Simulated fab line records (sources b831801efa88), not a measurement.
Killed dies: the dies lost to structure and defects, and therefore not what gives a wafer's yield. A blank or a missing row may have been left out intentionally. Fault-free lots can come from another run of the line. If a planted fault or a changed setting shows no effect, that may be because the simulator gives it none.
Which tool is to blame? + flow gf180mcu + 13 lots, 39 wafers sampled, at 2 steps of a route of 602

## WHAT EACH GAUGE READ, for each wafer
GF_V4_THK_MEAS_25: measures by xrf. Usual: V4_W_THK 362 nm, standard deviation 7.7.
| lot  | measured     | on            | V4_W_THK (nm) | flag |
|------|--------------|---------------|---------------|------|
| L472 | day 24 14:26 | film_metro-02 | 357 359 357   |      |
| L473 | day 24 16:55 | film_metro-02 | 362 354 359   |      |
| L475 | day 25 09:20 | film_metro-02 | 372 355 371   |      |
| L476 | day 25 18:34 | film_metro-01 | 366 363 365   |      |
| L477 | day 26 00:18 | film_metro-02 | 378 362 379   |      |
| L478 | day 26 13:31 | film_metro-03 | 353 374 351   |      |
| L480 | day 27 02:46 | film_metro-02 | 371 353 373   |      |
| L482 | day 28 03:35 | film_metro-03 | 351 361 357   |      |
| L486 | day 28 22:20 | film_metro-01 | 356 352 354   |      |
| L489 | day 29 21:15 | film_metro-03 | 368 365 364   |      |
| L492 | day 30 13:28 | film_metro-01 | 356 350 355   |      |
| L493 | day 30 20:13 | film_metro-03 | 368 371 360   |      |
| L495 | day 31 11:52 | film_metro-01 | 361 363 358   |      |

## TOOL THAT RAN EACH LOT (tool first, then ch and the chambers of the sampled wafers, then the start)
| lot  | GF_V4_CVD_23                  |
|------|-------------------------------|
| L472 | cvd_w-01 ch 1, day 24 14:11   |
| L473 | cvd_w-02 ch 0,1, day 24 16:41 |
| L475 | cvd_w-01 ch 0,1, day 25 09:07 |
| L476 | cvd_w-02 ch 0,1, day 25 18:20 |
| L477 | cvd_w-01 ch 0,1, day 26 00:04 |
| L478 | cvd_w-01 ch 0,1, day 26 13:17 |
| L480 | cvd_w-01 ch 0,1, day 27 02:31 |
| L482 | cvd_w-01 ch 0,1, day 28 03:21 |
| L486 | cvd_w-01 ch 0,1, day 28 22:07 |
| L489 | cvd_w-02 ch 0,1, day 29 21:01 |
| L492 | cvd_w-02 ch 0,1, day 30 13:14 |
| L493 | cvd_w-02 ch 0,1, day 30 19:59 |
| L495 | cvd_w-02 ch 0,1, day 31 11:37 |
- GF_V4_CVD_23: deposits W, target thk 350 nm, time 104.9 s.

## WHAT THE TOOLS THEMSELVES READ (means of the sampled wafers that have a number; where no wafer has one, the mark that the record gives instead)
GF_V4_CVD_23. Usual: chamber_pressure_Torr 39.98 Torr, standard deviation 0.077; heater_power_w 748 W, standard deviation 89.
| lot  | tool     | chamber_pressure_Torr (Torr) | heater_power_w (W) | flag |
|------|----------|------------------------------|--------------------|------|
| L472 | cvd_w-01 | 40.01                        | 819                |      |
| L473 | cvd_w-02 | 40.04                        | 792                |      |
| L475 | cvd_w-01 | 40.03                        | 704                |      |
| L476 | cvd_w-02 | 39.97                        | 787                |      |
| L477 | cvd_w-01 | 39.95                        | 696                |      |
| L478 | cvd_w-01 | 39.95                        | 763                |      |
| L480 | cvd_w-01 | 40.00                        | 702                |      |
| L482 | cvd_w-01 | 38.58                        | 692                | OFF  |
| L486 | cvd_w-01 | 38.75                        | 702                | OFF  |
| L489 | cvd_w-02 | 40.09                        | 803                |      |
| L492 | cvd_w-02 | 40.08                        | 743                |      |
| L493 | cvd_w-02 | 39.98                        | 745                |      |
| L495 | cvd_w-02 | 39.94                        | 795                |      |

## THE ANSWER, worked out from the rows above alone
Rule: a lot counts as off when the mean over its wafers that have a number is more than 3 standard deviations away from the usual mean. A lot without any number at a reading at which 4 lots or more have one is off too. All remaining lots with rows at the step are treated as sound. Order of review: gauges by route order, followed by the tools' own readings, for which a lot's mean as printed above is used. The first step at which some lot is off is used, and at that step the reading that is off furthest; a lot without a number counts as furthest.
Off: L482, L486 (GF_V4_CVD_23, chamber_pressure_Torr).
A tool fits if, at that step or a process step before it, it ran every lot that is off, and no sound lot after the first of them. One candidate fits, namely cvd_w-01 at GF_V4_CVD_23. A fault onset in the window from L480 (day 27 02:31, its last sound lot) to L482 (day 28 03:21, its first lot off) fits.
The tool's own readings at GF_V4_CVD_23 bear it out: on the lots that are off they differ by more than 5 times the standard deviation of the sound lots' means. chamber_pressure_Torr reads 38.66 Torr there against 40.00 Torr on the sound lots.

## WHAT WAS PUT IN BY THE SIMULATOR
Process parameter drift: cvd_w-01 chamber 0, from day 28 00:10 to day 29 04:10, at GF_V4_CVD_23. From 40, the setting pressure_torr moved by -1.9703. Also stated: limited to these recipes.
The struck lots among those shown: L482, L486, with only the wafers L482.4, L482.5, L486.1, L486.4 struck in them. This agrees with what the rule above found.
